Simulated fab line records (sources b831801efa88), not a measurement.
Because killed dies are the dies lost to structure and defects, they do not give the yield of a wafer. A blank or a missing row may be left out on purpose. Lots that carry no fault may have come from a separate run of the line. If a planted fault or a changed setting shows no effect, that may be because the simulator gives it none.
The tool behind it: which one? / flow sfqLine / 14 lots (42 wafers sampled), 1 step of a 325-step route

WHAT EACH GAUGE READ, for each wafer
The record lacks any reading of a measuring or inspecting step that a usual standard deviation could be used to judge.

WHICH TOOL RAN EACH LOT (tool, then ch and the chambers of the sampled wafers, then the start)
lot=L841; SFQ_TRILAYER_A5B_DEP_PECVD_129=pecvd-03 ch 1,2, day 55 01:59
lot=L843; SFQ_TRILAYER_A5B_DEP_PECVD_129=pecvd-01 ch 1,2, day 58 03:26
lot=L845; SFQ_TRILAYER_A5B_DEP_PECVD_129=pecvd-03 ch 0,2, day 58 16:16
lot=L846; SFQ_TRILAYER_A5B_DEP_PECVD_129=pecvd-01 ch 0,1,2, day 58 21:03
lot=L847; SFQ_TRILAYER_A5B_DEP_PECVD_129=pecvd-01 ch 0,1,2, day 61 00:54
lot=L848; SFQ_TRILAYER_A5B_DEP_PECVD_129=pecvd-04 ch 0,2, day 61 03:18
lot=L849; SFQ_TRILAYER_A5B_DEP_PECVD_129=pecvd-01 ch 0,1, day 61 05:42
lot=L850; SFQ_TRILAYER_A5B_DEP_PECVD_129=pecvd-03 ch 1,2, day 61 06:54
lot=L851; SFQ_TRILAYER_A5B_DEP_PECVD_129=pecvd-04 ch 0,1,2, day 61 10:38
lot=L853; SFQ_TRILAYER_A5B_DEP_PECVD_129=pecvd-03 ch 0,1,2, day 61 14:13
lot=L855; SFQ_TRILAYER_A5B_DEP_PECVD_129=pecvd-03 ch 1,2, day 61 20:13
lot=L859; SFQ_TRILAYER_A5B_DEP_PECVD_129=pecvd-01 ch 0,1, day 62 05:49
lot=L860; SFQ_TRILAYER_A5B_DEP_PECVD_129=pecvd-03 ch 0,1, day 62 08:13
lot=L861; SFQ_TRILAYER_A5B_DEP_PECVD_129=pecvd-01 ch 1,2, day 62 09:25
- SFQ_TRILAYER_A5B_DEP_PECVD_129: deposits SiO2 from SiH4/N2O, time 133.33 s, target thk 600 nm.

AS READ BY THE TOOLS THEMSELVES (means over the sampled wafers that have a number; for cases with no such wafer, the mark the record gives instead)
SFQ_TRILAYER_A5B_DEP_PECVD_129. Usual: heaterPowerW 93 W, standard deviation 21; runLengthS 161.3 s, standard deviation 0.59; throttleValvePct 24.6 %, standard deviation 1.5.
lot=L841; tool=pecvd-03; heaterPowerW (W)=94; runLengthS (s)=160.9; throttleValvePct (%)=26.5; flag=
lot=L843; tool=pecvd-01; heaterPowerW (W)=79; runLengthS (s)=161.4; throttleValvePct (%)=26.3; flag=
lot=L845; tool=pecvd-03; heaterPowerW (W)=108; runLengthS (s)=161.2; throttleValvePct (%)=22.5; flag=
lot=L846; tool=pecvd-01; heaterPowerW (W)=85; runLengthS (s)=161.6; throttleValvePct (%)=25.4; flag=
lot=L847; tool=pecvd-01; heaterPowerW (W)=86; runLengthS (s)=161.3; throttleValvePct (%)=25.5; flag=
lot=L848; tool=pecvd-04; heaterPowerW (W)=108; runLengthS (s)=161.3; throttleValvePct (%)=24.3; flag=
lot=L849; tool=pecvd-01; heaterPowerW (W)=88; runLengthS (s)=162.1; throttleValvePct (%)=24.4; flag=
lot=L850; tool=pecvd-03; heaterPowerW (W)=97; runLengthS (s)=161.5; throttleValvePct (%)=23.2; flag=
lot=L851; tool=pecvd-04; heaterPowerW (W)=114; runLengthS (s)=161.1; throttleValvePct (%)=24.1; flag=
lot=L853; tool=pecvd-03; heaterPowerW (W)=95; runLengthS (s)=160.8; throttleValvePct (%)=23.5; flag=
lot=L855; tool=pecvd-03; heaterPowerW (W)=101; runLengthS (s)=165.1; throttleValvePct (%)=23.0; flag=OFF
lot=L859; tool=pecvd-01; heaterPowerW (W)=83; runLengthS (s)=162.1; throttleValvePct (%)=24.3; flag=
lot=L860; tool=pecvd-03; heaterPowerW (W)=83; runLengthS (s)=163.9; throttleValvePct (%)=23.9; flag=OFF
lot=L861; tool=pecvd-01; heaterPowerW (W)=77; runLengthS (s)=161.4; throttleValvePct (%)=25.2; flag=

THE ANSWER, worked out from the rows above alone
Rule: a lot is off if the mean of its wafers that have a number lies more than 3 standard deviations from the usual mean. A lot without any number at a reading at which 4 lots or more have one is off too. All remaining lots with rows at the step are treated as sound. The gauges are gone through in route order, then the tools' own readings, and for those a lot's mean is taken as printed above. At the first step where some lot is off, the reading lying furthest off is the one used; lots without a number count as furthest.
Off at SFQ_TRILAYER_A5B_DEP_PECVD_129 (runLengthS): L855, L860.
A tool fits if, at that step or a process step before it, it ran every lot that is off, and no sound lot after the first of them. One fits: SFQ_TRILAYER_A5B_DEP_PECVD_129 on pecvd-03. Its last sound lot is L853 (day 61 14:13), its first lot that is off L855 (day 61 20:13): a fault that began between those two fits.
On the lots that are off, the tool's own readings at SFQ_TRILAYER_A5B_DEP_PECVD_129 differ by more than 5 times the standard deviation of the sound lots' means, which bears it out; runLengthS reads 164.5 s there versus 161.4 s on the sound lots.

WHAT THE SIMULATOR PUT IN
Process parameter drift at SFQ_TRILAYER_A5B_DEP_PECVD_129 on pecvd-03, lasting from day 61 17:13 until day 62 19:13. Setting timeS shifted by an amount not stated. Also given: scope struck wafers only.
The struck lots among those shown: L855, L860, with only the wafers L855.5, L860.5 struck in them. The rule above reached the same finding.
